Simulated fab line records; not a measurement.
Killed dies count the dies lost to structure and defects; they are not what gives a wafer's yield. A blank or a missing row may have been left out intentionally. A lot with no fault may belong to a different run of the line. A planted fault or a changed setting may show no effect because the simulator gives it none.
Struck lot and sound lot, side by side :: flow sky130 :: 26 steps out of a route of 708
Sound: these wafers, L922.1, L922.3, L922.6. Struck: wafer L911.1 (L911.4, L911.6, from the same lot, were not struck and are left out); the cause is given at the end.
At each step with rows: each side's tool, then ch and its chambers, then its first start. Under that, the readings that differ: sound wafers :: struck wafers :: difference of the means :: sigmas: that difference in standard deviations of wafers without a fault.
alike: readings with means less than 2 such deviations apart, plus words and numbers identical on both sides. not compared: withheld readings, readings lacking a value on some wafer, bounds such as >300 that could conceal the same value, and numbers that have no deviation in the record and whose values overlap.
A row with sigmas, a row that says differs or no value, or rows on one side alone: a step with any of these is where the two part. Non-overlapping numbers with no deviation appear without sigmas and do not part them. A reading missing from all wafers of one side parts the sides only when that side holds two or more wafers.

first, 6 steps without rows for these wafers: SKY_SD_N_IMPLANT_10; SKY_SD_N_STRIP_11 (strips in O2/N2); SKY_SD_N_CLEAN_13 (cleans in SC1/SC2, time 150 s); SKY_SD_N_RTA_14 (time 2 s); SKY_SALICIDE_CLEAN_00 (cleans in HF-last, time 30 s); SKY_LI_CONTACT_HDPCVD_00 (deposits PSG, target thk 930 nm, time 155 s).
SKY_LI_CONTACT_CMP_02: polishes PSG.
  sound on cmp-01 ch 0,2,3, day 34 23:05; struck on cmp-01 ch 1, day 31 06:50
reading: timeToEndpointS (s)
sound: 33 33 30
struck: 42
difference: +10
sigmas: +3

reading: model.PSG_of_LI_CONTACT_HDPCVD_00.thkNm (nm)
sound: 597.4 597.3 596.4
struck: 540
difference: -57
sigmas: 
  alike: motorCurrentA
then, 9 steps without rows for these wafers: SKY_LI_CONTACT_DEHYDRATE_04 (time 60 s); SKY_LI_CONTACT_HMDS_05 (prime time 60 s); SKY_LI_CONTACT_COAT_06 (resist thk 60 nm); SKY_LI_CONTACT_COAT_07 (resist thk 450 nm); SKY_LI_CONTACT_SOFTBAKE_08 (time 90 s); SKY_LI_CONTACT_EXPOSE_09 (exposes mask LICM1, target cd 170 nm); SKY_LI_CONTACT_PEB_10; SKY_LI_CONTACT_DEVELOP_11 (develop time 60 s); SKY_LI_CONTACT_ETCH_14 (etches BARC in N2/H2, stops on SiO2, time 45.9 s, target depth 60 nm).
SKY_LI_CONTACT_ETCH_15: etches PSG in C4F8/O2/Ar, stops on Si, target depth 600 nm.
  sound on rieDiel-02 ch 0,1, day 36 01:50; struck on rieDiel-03 ch 1, day 32 11:07
reading: oesProductAu (a.u.)
sound: 0.831 0.835 0.842
struck: 0.793
difference: -0.043
sigmas: -9

reading: model.etch.depthNm (nm)
sound: 597.4 597.3 596.4
struck: 540
difference: -57
sigmas: 

reading: model.LI_CONTACT.featureDepthNm (nm)
sound: 597.4 597.3 596.4
struck: 540
difference: -57
sigmas: 
then, 6 steps without rows for these wafers: SKY_LI_CONTACT_STRIP_16 (strips in O2/N2); SKY_LI_CONTACT_CLEAN_17 (cleans in NMP, time 600 s); SKY_LI_CONTACT_PRE_CLEAN_18 (time 5.6 s); SKY_LI_CONTACT_SPUTTER_19 (material Ti, target thk 20 nm, time 106.37 s); SKY_LI_CONTACT_SPUTTER_20 (material TiN, target thk 20 nm, time 80 s); SKY_LI_CONTACT_CVD_21 (deposits W, target thk 400 nm, time 120.56 s).
SKY_LI_CONTACT_CMP_24: polishes, stops on PSG, t overpolish 20 s, target thk 0 nm.
  sound on cmp-02 ch 1,3, day 36 02:44; struck on cmp-02 ch 0, day 32 11:59
reading: model.PSG_of_LI_CONTACT_HDPCVD_00.thkNm (nm)
sound: 587.9 587.9 587
struck: 530.5
difference: -57.1
sigmas: 
  alike: motorCurrentA
then, 1 step without rows for these wafers: SKY_LOCAL_INTERCONNECT_SPUTTER_00 (material TiN, target thk 100 nm, time 83.3 s).
-- here the record skips 16 days between the struck wafers' starts before and after, leaving off in module LOCAL_INTERCONNECT and picking up in module PAD_OPEN (first step shown: number 708 of the route) --
SKY_PAD_OPEN_PROBE_99:
  sound on prober-01 at day 50 13:25; struck on prober-02 at day 48 01:23
reading: model.etest.capLiToPoly.cAfUm2
sound: 101.4 101 100.4
struck: 125.5
difference: +24.6
sigmas: 

reading: model.etest.liconNdiff.rcOhm
sound: 176.1 172 179.7
struck: 166.2
difference: -9.7
sigmas: 

reading: model.etest.liconPoly.rcOhm
sound: 146.8 147.3 151.2
struck: 144.4
difference: -4.0
sigmas: 

reading: model.etest.capLiToWell.cAfUm2
sound: 35.35 36.44 36.77
struck: 41.1
difference: +4.9
sigmas: 
  alike: killed_at_M0_to_M3, killed_at_M4_up, killedAtContacts, killedAtFrontEnd, killedAtOther, killedDies, killedOpen, killedShort
  not compared: model.etest.liconPdiff.rcOhm

== WHERE THEY PART ==
First at SKY_LI_CONTACT_CMP_02; last, within this record, at SKY_LI_CONTACT_ETCH_15. Later steps at which nothing parts them and some readings are alike: SKY_LI_CONTACT_CMP_24, SKY_PAD_OPEN_PROBE_99.

WHY: what had been put in by the simulator
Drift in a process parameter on cmp-01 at SKY_LI_CONTACT_CMP_02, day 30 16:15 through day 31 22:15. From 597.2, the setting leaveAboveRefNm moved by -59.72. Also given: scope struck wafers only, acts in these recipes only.
